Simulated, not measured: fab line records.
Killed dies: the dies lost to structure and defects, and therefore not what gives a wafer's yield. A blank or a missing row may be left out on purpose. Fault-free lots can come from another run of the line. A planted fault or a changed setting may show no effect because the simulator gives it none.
fab line records	flow sky130	part 1 of 2: steps 1 to 43 of 44
[record] lots = 6	wafers = 17	last-day = 51
route steps=708 shown VIA2@527 METAL3@532 CAPM@537 PAD_OPEN@708
lots with no fault: from the same line, run without faults
start-h: start of the lot's first displayed wafer, in hours after the record's first day	wait-h: time in hours since the lot's previous step	" identical to the entry in the row above	L1.1+2: several wafers, shown together as one row	- either no value or no given start	* or withheld: withheld	< > ~ a bound
route shown NAME@n: names a module that has steps shown in the file, with the first one's number in the route	usual: mean and standard deviation over wafers with no fault	same: alike in all rows	chamber/n: place in a boat	sites: per-site readings	_std_site: standard deviation of those values	_edge_site: mean of outer sites minus mean of inner sites	radius-mm: how far each site lies from the wafer's centre	mask NAME#n: copy n	behind: tool/chamber where the wafer was last shaped	hold: what put the lot on hold/how long, in hours/how the hold closed	device: the n, p or np transistor that did not switch	end of line: the route-end tests of the same wafers	for a step that has no rows: nothing shown but its recipe	killed: dies that structure and defects cost at the first sort, which is not the same as the wafer's yield	map: dies across one wafer; x = killed, . = not, _ = none there
set.NAME: the run value of the setting; set.NAME@STEP: its run value at that earlier step	model.NAME: the simulator's own value behind a step, which no gauge read
a table for each step, a row for each wafer; lots at some steps of the route
services: when a tool's chamber went out of use (start-h, in hours from the record's first day, below 0 if earlier), for how many hours, and the reason
[[steps]]
[step SKY_VIA2_SPUTTER_20]
[recipe] material = TiN	target-thk-nm = 20	chamber-pressure-pa = 5	power-w = 4000	time-s = 80
[usual] chamber-pressure-pa = 5.000/0.0098	throttle-valve-pct = 30.2/1.2
lot.wafer	tool	chamber	start-h	wait-h	chamber-pressure-pa	throttle-valve-pct
L201.1	pvd-sputter-03	-	895.28	0.0	4.988	28.1
L201.2	"	-	"	"	4.998	28.0
L201.6	"	-	"	"	4.999	28.3
L206.3	pvd-sputter-01	-	935.60	0.0	4.995	31.2
L206.4	"	-	"	"	5.001	31.7
L206.6	"	-	"	"	4.997	31.1
L210.1	pvd-sputter-03	-	972.86	0.0	5.008	28.4
L210.2	"	-	"	"	4.994	29.8
L215.1	pvd-sputter-01	-	1005.97	0.0	4.988	31.0
L215.3	"	-	"	"	5.014	31.2
L215.4	"	-	"	"	5.006	31.4
L219.2	pvd-sputter-01	-	1023.81	0.0	4.995	31.1
L219.4	"	-	"	"	4.994	31.9
L219.5	"	-	"	"	4.997	31.3
L222.1	pvd-sputter-03	-	1036.27	0.0	4.989	28.2
L222.4	"	-	"	"	5.012	29.9
L222.6	"	-	"	"	5.009	29.8
[step SKY_VIA2_CVD_21]
[recipe] material = W	target-thk-nm = 420	time-s = 126.4	temp-c = 400	pressure-torr = 40
[step SKY_VIA2_RS_MEAS_22]
[recipe] thk-meas-gauge = four-point-probe	reads = W_of_VIA2_CVD_21+TiN_of_VIA2_SPUTTER_20
[usual] VIA2_W_RS = 0.274/0.0035
lot.wafer	tool	chamber	start-h	wait-h	VIA2_W_RS[ohm/sq]
L201.1	film-metro-04	-	895.47	0.1	0.275
L201.2	"	-	"	"	0.278
L201.6	"	-	"	"	0.280
L206.3	film-metro-01	-	935.84	0.1	0.277
L206.4	"	-	"	"	0.278
L206.6	"	-	"	"	0.278
L210.1	film-metro-01	-	973.05	0.1	0.271
L210.2	"	-	"	"	0.268
L215.1	film-metro-01	-	1006.16	0.1	0.274
L215.3	"	-	"	"	0.274
L215.4	"	-	"	"	0.271
L219.2	film-metro-04	-	1024.02	0.1	0.271
L219.4	"	-	"	"	0.270
L219.5	"	-	"	"	0.268
L222.1	film-metro-04	-	1036.46	0.1	0.272
L222.4	"	-	"	"	0.279
L222.6	"	-	"	"	0.276
[step SKY_VIA2_THK_MEAS_23]
[recipe] thk-meas-gauge = xrf	reads = W_of_VIA2_CVD_21
[usual] VIA2_W_THK = 438/6.7
lot.wafer	tool	chamber	start-h	wait-h	VIA2_W_THK[nm]
L201.1	film-metro-04	-	895.59	0.1	436
L201.2	"	-	"	"	432
L201.6	"	-	"	"	429
L206.3	film-metro-01	-	935.94	0.1	432
L206.4	"	-	"	"	430
L206.6	"	-	"	"	433
L210.1	film-metro-01	-	973.17	0.1	442
L210.2	"	-	"	"	442
L215.1	film-metro-01	-	1006.28	0.1	438
L215.3	"	-	"	"	439
L215.4	"	-	"	"	442
L219.2	film-metro-04	-	1024.13	0.1	446
L219.4	"	-	"	"	447
L219.5	"	-	"	"	448
L222.1	film-metro-04	-	1036.58	0.1	447
L222.4	"	-	"	"	435
L222.6	"	-	"	"	441
[step SKY_VIA2_CMP_24]
[recipe] stop-on = SiO2	t-overpolish-s = 20	down-force-psi = 3.5	platen-rpm = 60	target-thk-nm = 0	pad-velocity-m-s = 0.94248
[usual] motor-current-A = 11.2/1.1	overpolish-run-s = 19.999/0.0099	time-to-endpoint-s = 100/4
lot.wafer	tool	chamber	start-h	wait-h	motor-current-A	overpolish-run-s	time-to-endpoint-s
L201.2	cmp-01	3	895.70	0.1	10.0	20.006	100
L201.1	"	0	"	"	10.7	20.011	93
L201.6	"	3	"	"	9.9	20.010	100
L206.3	cmp-02	0	936.03	0.1	10.8	19.994	93
L206.4	"	2	"	"	11.4	19.990	93
L206.6	"	3	"	"	12.3	19.992	101
L210.1	cmp-02	0	973.23	0.1	10.0	20.002	98
L210.2	"	1	"	"	12.8	20.015	102
L215.1	cmp-02	3	1006.34	0.1	13.3	19.988	103
L215.4	"	0	"	"	10.5	19.992	99
L215.3	"	1	"	"	12.6	20.008	103
L219.4	cmp-02	1	1024.18	0.0	12.5	19.975	104
L219.2	"	3	"	"	13.0	20.000	104
L219.5	"	2	"	"	10.5	20.004	102
L222.1	cmp-01	1	1036.64	0.1	10.7	20.010	101
L222.4	"	3	"	"	9.9	20.007	106
L222.6	"	1	"	"	10.9	20.003	102
[step SKY_METAL3_SPUTTER_00]
[recipe] material = Ti	target-thk-nm = 15	power-w = 3000	time-s = 10	chamber-pressure-pa = 0.4
[usual] chamber-pressure-pa = 0.4000/0.0007	throttle-valve-pct = 30.0/1.1
lot.wafer	tool	chamber	start-h	wait-h	chamber-pressure-pa	throttle-valve-pct
L201.1	pvd-sputter-04	-	895.95	0.1	0.3996	28.7
L201.2	"	-	"	"	0.3997	30.0
L201.6	"	-	"	"	0.3999	29.8
L206.3	pvd-sputter-01	-	936.28	0.2	0.4005	31.2
L206.4	"	-	"	"	0.3999	31.1
L206.6	"	-	"	"	0.4002	31.0
L210.1	pvd-sputter-01	-	973.53	0.2	0.3985	31.2
L210.2	"	-	"	"	0.3996	31.4
L215.1	pvd-sputter-03	-	1006.64	0.2	0.4007	30.0
L215.3	"	-	"	"	0.3999	29.8
L215.4	"	-	"	"	0.3988	28.0
L219.2	pvd-sputter-03	-	1024.48	0.1	0.4005	28.2
L219.4	"	-	"	"	0.3993	28.2
L219.5	"	-	"	"	0.4000	29.8
L222.1	pvd-sputter-01	-	1036.94	0.2	0.4004	31.3
L222.4	"	-	"	"	0.3982	31.9
L222.6	"	-	"	"	0.3995	31.3
[step SKY_METAL3_SPUTTER_01]
[recipe] material = TiN	target-thk-nm = 20	power-w = 6500	time-s = 16.7	chamber-pressure-pa = 0.4
[step SKY_METAL3_SPUTTER_02]
[recipe] material = AlCu	target-thk-nm = 735	power-w = 10600	time-s = 39.1	chamber-pressure-pa = 0.4
[usual] chamber-pressure-pa = 0.4000/0.0008	throttle-valve-pct = 30.0/1.1
lot.wafer	tool	chamber	start-h	wait-h	chamber-pressure-pa	throttle-valve-pct
L201.1	pvd-sputter-04	-	896.00	0.0	0.3989	28.7
L201.2	"	-	"	"	0.3996	30.1
L201.6	"	-	"	"	0.3997	29.7
L206.3	pvd-sputter-01	-	936.32	0.0	0.4001	31.0
L206.4	"	-	"	"	0.3983	31.4
L206.6	"	-	"	"	0.3983	31.3
L210.1	pvd-sputter-01	-	973.58	0.0	0.3997	31.2
L210.2	"	-	"	"	0.3997	31.7
L215.1	pvd-sputter-03	-	1006.69	0.0	0.4001	29.9
L215.3	"	-	"	"	0.3994	29.7
L215.4	"	-	"	"	0.3995	28.1
L219.2	pvd-sputter-03	-	1024.53	0.0	0.3996	28.1
L219.4	"	-	"	"	0.3995	27.9
L219.5	"	-	"	"	0.4005	29.7
L222.1	pvd-sputter-01	-	1036.99	0.0	0.3995	31.0
L222.4	"	-	"	"	0.4004	31.7
L222.6	"	-	"	"	0.3991	31.0
[step SKY_METAL3_SPUTTER_03]
[recipe] material = Ti	target-thk-nm = 5	power-w = 3000	time-s = 3.3	chamber-pressure-pa = 0.4
[step SKY_METAL3_SPUTTER_04]
[recipe] material = TiN	target-thk-nm = 70	power-w = 6500	time-s = 58.3	chamber-pressure-pa = 0.4
[step SKY_CAPM_CVD_00]
[recipe] material = SiO2	target-thk-nm = 15.5	temp-c = 400	time-s = withheld	rf-w = 450
[step SKY_CAPM_THK_MEAS_01]
[recipe] reads = SiO2_of_CAPM_CVD_00
[usual] CAPM_CVD_00_THK = 15.56/0.24
lot.wafer	tool	chamber	start-h	wait-h	CAPM_CVD_00_THK[nm]
L201.1	film-metro-01	-	896.14	-	15.19
L201.2	"	-	"	"	15.20
L201.6	"	-	"	"	15.59
L206.3	film-metro-04	-	936.47	-	15.36
L206.4	"	-	"	"	15.39
L206.6	"	-	"	"	15.44
L210.1	film-metro-01	-	973.72	-	15.61
L210.2	"	-	"	"	15.33
L215.1	film-metro-04	-	1006.86	-	15.45
L215.3	"	-	"	"	15.65
L215.4	"	-	"	"	15.50
L219.2	film-metro-03	-	1024.67	-	15.78
L219.4	"	-	"	"	15.80
L219.5	"	-	"	"	15.99
L222.1	film-metro-04	-	1037.12	-	15.34
L222.4	"	-	"	"	15.69
L222.6	"	-	"	"	15.74
[step SKY_CAPM_SPUTTER_02]
[recipe] material = TiN	target-thk-nm = 200	temp-c = 300	power-w = 6500	time-s = 166.7	chamber-pressure-pa = 0.4
[usual] chamber-pressure-pa = 0.3999/0.00082	throttle-valve-pct = 30.2/1
lot.wafer	tool	chamber	start-h	wait-h	chamber-pressure-pa	throttle-valve-pct	model.TiN_of_CAPM_SPUTTER_02.thk-nm
L201.1	pvd-sputter-01	-	896.20	0.1	0.3992	31.8	204.9
L201.2	"	-	"	"	0.4004	31.4	202.7
L201.6	"	-	"	"	0.3995	32.0	204.4
L206.3	pvd-sputter-02	-	936.51	0.0	0.4005	28.5	201.8
L206.4	"	-	"	"	0.3995	29.9	61.68
L206.6	"	-	"	"	0.3990	30.2	204.1
L210.1	pvd-sputter-02	-	973.78	0.1	0.3978	29.5	65.86
L210.2	"	-	"	"	0.3989	30.1	202.5
L215.1	pvd-sputter-04	-	1006.92	0.1	0.3991	29.6	195.6
L215.3	"	-	"	"	0.3992	28.6	195.5
L215.4	"	-	"	"	0.4008	29.8	197
L219.2	pvd-sputter-02	-	1024.72	0.0	0.3993	28.3	199.9
L219.4	"	-	"	"	0.3972	29.9	198.7
L219.5	"	-	"	"	0.4001	29.6	200.2
L222.1	pvd-sputter-04	-	1037.18	0.1	0.4006	29.6	195.2
L222.4	"	-	"	"	0.3992	28.5	195.5
L222.6	"	-	"	"	0.3998	28.3	195.9
[step SKY_CAPM_RS_MEAS_03]
[recipe] thk-meas-gauge = four-point-probe	reads = TiN_of_CAPM_SPUTTER_02
[usual] CAPM_TIN_RS = 6.88/0.098
lot.wafer	tool	chamber	start-h	wait-h	CAPM_TIN_RS[ohm/sq]
L201.1	film-metro-04	-	896.31	0.1	6.73
L201.2	"	-	"	"	6.81
L201.6	"	-	"	"	6.76
L206.3	film-metro-01	-	936.66	0.1	6.86
L206.4	"	-	"	"	23.61
L206.6	"	-	"	"	6.77
L210.1	film-metro-03	-	973.88	0.1	22.02
L210.2	"	-	"	"	6.82
L215.1	film-metro-01	-	1007.03	0.1	7.09
L215.3	"	-	"	"	7.09
L215.4	"	-	"	"	7.02
L219.2	film-metro-01	-	1024.85	0.1	6.92
L219.4	"	-	"	"	6.95
L219.5	"	-	"	"	6.91
L222.1	film-metro-03	-	1037.29	0.1	7.09
L222.4	"	-	"	"	7.08
L222.6	"	-	"	"	7.06
[step SKY_CAPM_THK_MEAS_04]
[recipe] thk-meas-gauge = xrf	reads = TiN_of_CAPM_SPUTTER_02
[usual] CAPM_TIN_THK = 201/3.1
lot.wafer	tool	chamber	start-h	wait-h	CAPM_TIN_THK[nm]
L201.1	film-metro-04	-	896.43	0.1	204
L201.2	"	-	"	"	202
L201.6	"	-	"	"	205
L206.3	film-metro-01	-	936.76	0.1	203
L206.4	"	-	"	"	62
L206.6	"	-	"	"	206
L210.1	film-metro-03	-	974.00	0.1	66
L210.2	"	-	"	"	201
L215.1	film-metro-01	-	1007.15	0.1	197
L215.3	"	-	"	"	197
L215.4	"	-	"	"	198
L219.2	film-metro-01	-	1024.96	0.1	201
L219.4	"	-	"	"	200
L219.5	"	-	"	"	202
L222.1	film-metro-03	-	1037.41	0.1	194
L222.4	"	-	"	"	194
L222.6	"	-	"	"	195
[step SKY_CAPM_DEHYDRATE_05]
[recipe] temp-c = 200	time-s = 60
[step SKY_CAPM_HMDS_06]
[recipe] prime-time-s = 60	prime-temp-c = 120
[step SKY_CAPM_COAT_07]
[recipe] resist = NOVOLAK	spin-rpm = 3000	resist-thk-nm = 1140
[step SKY_CAPM_SOFTBAKE_08]
[recipe] temp-c = 90	time-s = 60	resist = NOVOLAK
[step SKY_CAPM_EXPOSE_09]
[recipe] mask-id = CAPM	na = 0.6	source-shape = conventional	sigma-outer = 0.6	polarization = unpolarized	target-cd-nm = 1000	dose-mj = 159
[step SKY_CAPM_PEB_10]
[recipe] temp-c = withheld	time-s = *	resist = NOVOLAK
[step SKY_CAPM_DEVELOP_11]
[recipe] resist = NOVOLAK	developer = TMAH	develop-time-s = 60	dev-temp-c = 23
[step SKY_CAPM_OVL_MEAS_12]
[usual] CAPM_OVL = 0.2/1.6
lot.wafer	tool	chamber	start-h	wait-h	CAPM_OVL[nm]
L201.1	overlay-02	-	921.10	0.1	-1.7
L201.2	"	-	"	"	-3.4
L201.6	"	-	"	"	-0.2
L206.3	overlay-02	-	961.86	0.1	1.7
L206.4	"	-	"	"	0.8
L206.6	"	-	"	"	1.8
L210.1	overlay-01	-	997.75	0.1	0.7
L210.2	"	-	"	"	-1.3
L215.1	overlay-02	-	1030.53	0.1	1.0
L215.3	"	-	"	"	1.8
L215.4	"	-	"	"	0.4
L219.2	overlay-01	-	1047.64	0.1	0.0
L219.4	"	-	"	"	2.0
L219.5	"	-	"	"	1.7
L222.1	overlay-02	-	1060.23	0.1	3.2
L222.4	"	-	"	"	2.6
L222.6	"	-	"	"	3.3
[step SKY_CAPM_METAL_ETCH_13]
[recipe] target-depth-nm = 220	stop-on = SiO2	chemistry = Cl2/BCl3	target = TiN	pressure-mtorr = 10	icp-w = 900	bias-w = 48.5	Cl2_flow_sccm = 60	bcl3-flow-sccm = 30	time-s = 62.9
[usual] drypump-motor-current-A = 5.6/0.31	oes-product-au = 0.943/0.0094	throttle-valve-pct = 21.899/0.01
lot.wafer	tool	chamber	start-h	wait-h	drypump-motor-current-A	oes-product-au	rf-hours-counter-h	throttle-valve-pct
L201.1	rie-metal-02	1	921.14	0.0	5.6	0.959	7	21.894
L201.2	"	0	"	"	6.1	0.947	1	21.900
L201.6	"	1	"	"	5.6	0.955	-	21.901
L206.3	rie-metal-02	0	961.91	0.0	6.1	0.948	-	21.914
L206.4	"	1	"	"	5.6	0.544	-	22.139
L206.6	"	1	"	"	5.6	0.954	-	21.884
L210.1	rie-metal-02	1	997.79	0.0	5.6	0.565	11	22.142
L210.2	"	0	"	"	6.1	0.953	4	21.901
L215.1	rie-metal-02	1	1030.57	0.0	5.6	0.926	14	21.892
L215.3	"	0	"	"	6.1	0.929	-	21.905
L215.4	"	1	"	"	5.6	0.929	-	21.912
L219.2	rie-metal-04	0	1047.67	0.0	5.3	0.943	10	21.893
L219.4	"	0	"	"	5.3	0.934	-	21.898
L219.5	"	1	"	"	5.5	0.944	-	21.906
L222.1	rie-metal-02	1	1060.27	0.0	5.6	0.921	16	21.911
L222.4	"	1	"	"	5.6	0.922	-	21.914
L222.6	"	1	"	"	5.6	0.924	-	21.907
[step SKY_CAPM_STRIP_14]
[recipe] chemistry = O2/N2	power-w = 1400	pressure-mtorr = 1500	platen-temp-c = withheld	o2-flow-sccm = 3000	n2-flow-sccm = 300	overash-fraction = 0.5
[step SKY_CAPM_STRIP_15]
[recipe] chemistry = post-etch-residue-remover	time-s = 1200	temp-c = 72.5
[step SKY_CAPM_CLEAN_16]
[recipe] chemistry = IPA	time-s = 180	temp-c = 25
[step SKY_CAPM_CLEAN_17]
[recipe] chemistry = O3/DIW	dry = n2-spin
[step SKY_METAL3_DEHYDRATE_05]
[recipe] temp-c = 200	time-s = 60
[step SKY_METAL3_HMDS_06]
[recipe] prime-time-s = 60	prime-temp-c = 120
[step SKY_METAL3_COAT_07]
[recipe] resist = BARC	temp-c = withheld	time-s = withheld	spin-rpm = 3000	resist-thk-nm = 60
[step SKY_METAL3_COAT_08]
[recipe] resist = KrF-thick	spin-rpm = 3000	resist-thk-nm = 1140
[step SKY_METAL3_SOFTBAKE_09]
[recipe] temp-c = 100	time-s = 90	resist = KrF-thick
[step SKY_METAL3_EXPOSE_10]
[recipe] mask-id = MM3	na = 0.68	source-shape = annular	sigma-inner = 0.4	sigma-outer = 0.8	target-cd-nm = 300	dose-mj = 28
[step SKY_METAL3_PEB_11]
[recipe] peb-temp-c = withheld	peb-time-s = withheld	resist = KrF-thick
[step SKY_METAL3_DEVELOP_12]
[recipe] develop-time-s = 60	resist = KrF-thick	dev-temp-c = 21
[step SKY_METAL3_CD_MEAS_13]
[recipe] target-cd-nm = 300
[usual] cd-nm = 299.2/1.4
lot.wafer	tool	chamber	start-h	wait-h	cd-nm
L201.1	cd-sem-01	-	946.16	-	296.7
L201.2	"	-	"	"	297.7
L201.6	"	-	"	"	296.2
L206.3	cd-sem-01	-	987.16	-	298.8
L206.4	"	-	"	"	299.3
L206.6	"	-	"	"	299.8
L210.1	cd-sem-01	-	1022.18	-	298.4
L210.2	"	-	"	"	299.5
L215.1	cd-sem-01	-	1054.32	-	298.0
L215.3	"	-	"	"	296.7
L215.4	"	-	"	"	297.4
L219.2	cd-sem-01	-	1071.34	-	297.2
L219.4	"	-	"	"	297.1
L219.5	"	-	"	"	297.4
L222.1	cd-sem-02	-	1083.47	-	298.1
L222.4	"	-	"	"	299.0
L222.6	"	-	"	"	298.3
[step SKY_METAL3_OVL_MEAS_14]
[usual] METAL3_OVL = 4/5.1
lot.wafer	tool	chamber	start-h	wait-h	METAL3_OVL[nm]
L201.1	overlay-01	-	946.28	0.1	10
L201.2	"	-	"	"	3
L201.6	"	-	"	"	-7
L206.3	overlay-02	-	987.26	0.1	-6
L206.4	"	-	"	"	-2
L206.6	"	-	"	"	8
L210.1	overlay-01	-	1022.30	0.1	4
L210.2	"	-	"	"	-2
L215.1	overlay-02	-	1054.44	0.1	0
L215.3	"	-	"	"	7
L215.4	"	-	"	"	2
L219.2	overlay-02	-	1071.44	0.1	-2
L219.4	"	-	"	"	-3
L219.5	"	-	"	"	-12
L222.1	overlay-01	-	1083.59	0.1	11
L222.4	"	-	"	"	6
L222.6	"	-	"	"	12
[step SKY_METAL3_DESCUM_15]
[recipe] chemistry = O2	source-power-w = 150	bias-power-w = 0	pressure-mtorr = 10	temp-c = 40	time-s = 8
[usual] drypump-motor-current-A = 5.6/0.36	oes-product-au = 1.002/0.0066
lot.wafer	tool	chamber	start-h	wait-h	drypump-motor-current-A	oes-product-au	rf-hours-counter-h
L201.1	rie-metal-03	1	946.32	0.0	4.6	1.009	16
L201.2	"	0	"	"	5.8	0.995	19
L201.6	"	0	"	"	5.9	0.998	-
L206.3	rie-metal-03	0	987.30	0.0	5.8	0.992	-
L206.4	"	0	"	"	5.8	0.995	-
L206.6	"	0	"	"	5.8	0.999	-
L210.1	rie-metal-04	1	1022.34	0.0	5.5	0.991	18
L210.2	"	1	"	"	5.5	0.993	-
L215.1	rie-metal-03	0	1054.47	0.0	5.8	1.004	1
L215.3	"	0	"	"	5.8	1.000	-
L215.4	"	0	"	"	5.8	1.009	-
L219.2	rie-metal-03	0	1071.47	0.0	5.8	1.004	3
L219.4	"	0	"	"	5.8	1.018	-
L219.5	"	1	"	"	4.7	1.002	-
L222.1	rie-metal-02	0	1083.62	0.0	6.1	1.000	9
L222.4	"	1	"	"	5.6	0.995	-
L222.6	"	0	"	"	6.1	0.998	-
[step SKY_METAL3_ETCH_16]
[recipe] chemistry = N2/H2	target = BARC	ion-energy-ev = 200	bias-w = 100	pressure-mtorr = 30	n2-flow-sccm = 100	h2-flow-sccm = 200	icp-w = 500	stop-on = SiO2	time-s = 88.2	target-depth-a = 600
[step SKY_METAL3_ETCH_17]
[recipe] target = SiO2	stop-on = TiN	chemistry = C4F8/O2/Ar	source-w = 1500	bias-w = 1200	pressure-mtorr = 40	c4f8-flow-sccm = withheld	O2_flow_sccm = 6	Ar_flow_sccm = 300	time-s = 3.9	target-depth-a = 150
[step SKY_METAL3_METAL_ETCH_18]
[recipe] target-depth-a = 8450	stop-on = SiO2	over-etch-frac = 0.3	time-s = 183.1	chemistry = Cl2/BCl3	resist-sidewall-deg = 88	pressure-mtorr = 10	icp-w = 900	bias-w = 48.5	Cl2_flow_sccm = 60	bcl3-flow-sccm = 30
[step SKY_METAL3_STRIP_20]
[recipe] chemistry = post-etch-residue-remover	time-s = 1200	temp-c = 72.5
lot.wafer	tool	chamber	start-h	wait-h	model.TiN_of_CAPM_SPUTTER_02.thk-nm
L201.1	wet-bench-01	3	946.75	0.1	204
L201.2	"	3	"	"	201.8
L201.6	"	3	"	"	203.5
L206.3	wet-bench-02	3	987.84	0.0	201
L206.4	"	3	"	"	60.83
L206.6	"	3	"	"	203.3
L210.1	wet-bench-01	0	1023.12	0.1	65.01
L210.2	"	0	"	"	201.6
L215.1	wet-bench-02	3	1055.21	0.1	194.7
L215.3	"	3	"	"	194.6
L215.4	"	3	"	"	196.2
L219.2	wet-bench-02	1	1071.90	0.1	199.1
L219.4	"	1	"	"	197.9
L219.5	"	1	"	"	199.3
L222.1	wet-bench-03	0	1084.05	0.1	194.3
L222.4	"	0	"	"	194.7
L222.6	"	0	"	"	195.1
[[key]]
[first-sign] step = SKY_CAPM_RS_MEAS_03	reading = CAPM_TIN_RS	direction = up	sigmas = 99+	usual = 6.88	struck = 22.81
[effect] step = SKY_CAPM_THK_MEAS_04	reading = CAPM_TIN_THK	direction = down	sigmas = 44	usual = 201	struck = 64
[effect] step = SKY_CAPM_METAL_ETCH_13	reading = oes-product-au	direction = down	sigmas = 41	usual = 0.943	struck = 0.554
[model-effect] step = SKY_CAPM_SPUTTER_02	value = TiN_of_CAPM_SPUTTER_02.thk-nm	without = 203.6	struck = 63.77
[model-effect] step = SKY_METAL3_STRIP_20	value = TiN_of_CAPM_SPUTTER_02.thk-nm	without = 202.8	struck = 62.92
[model-effect] step = SKY_PAD_OPEN_PROBE_99	value = etest.cap-mim.plate-ohm-sq	without = 5.937	struck = 18.98
met-at SKY_CAPM_SPUTTER_02
struck-wafers L206.4,L210.1
[fault] kind = process-parameter-drift	tool = pvd-sputter-02	chamber = -	onset-h = 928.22	steps = SKY_CAPM_SPUTTER_02	channel = target-thk-nm	offset = -139.84	shape = step	end-h = 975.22	scope = struck-wafers-only	acts-in = these-recipes-only	stated = 200
